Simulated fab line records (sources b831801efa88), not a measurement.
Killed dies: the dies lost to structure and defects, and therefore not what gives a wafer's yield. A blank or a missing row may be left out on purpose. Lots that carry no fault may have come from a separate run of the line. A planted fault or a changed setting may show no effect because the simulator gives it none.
Which tool was responsible? | flow sky130 | route of 708 steps, sampled at 1 step: 6 lots, 18 wafers

## WHAT EACH GAUGE READ, for each wafer
SKY_METAL1_RS_MEAS_05: uses a four-point probe to measure.
lot  | measured     | on            | METAL1_ALCU_RS (ohm/sq)
L765 | day 34 00:58 | film-metro-02 | 0.1260 0.1276 0.1278
L769 | day 35 03:52 | film-metro-03 | 0.1281 0.1269 0.1256
L774 | day 36 11:06 | film-metro-03 | 0.1256 0.1256 0.1250
L777 | day 38 00:07 | film-metro-01 | 0.1263 0.1255 0.1253
L782 | day 38 18:57 | film-metro-02 | 0.1259 0.1261 0.1262
L783 | day 39 15:04 | film-metro-02 | 0.1307 0.1293 0.1267

## EACH LOT AND THE TOOL THAT RAN IT (in order: tool; ch and the chambers of the sampled wafers; start)
There is no process step in the record ahead of these readings.

## THE ANSWER, worked out from the rows above alone
Rule: what is usual is taken from the lots themselves. Put in order of their means at a reading, lots are off if they are a third of the lots or fewer, leave a main group of 4 or more, and stand apart from it by a gap of 3 or more times the standard deviation of the main group's means; of several such gaps the widest counts. A main group whose means are all the same, to the digits that the tables above print for the reading, isn't used. A lot without any number at a reading at which 4 lots or more have one is off too. The other lots that the step has rows for count as sound.
None of the lots is off at any reading shown; this tells nothing.

## WHAT THE SIMULATOR PUT IN
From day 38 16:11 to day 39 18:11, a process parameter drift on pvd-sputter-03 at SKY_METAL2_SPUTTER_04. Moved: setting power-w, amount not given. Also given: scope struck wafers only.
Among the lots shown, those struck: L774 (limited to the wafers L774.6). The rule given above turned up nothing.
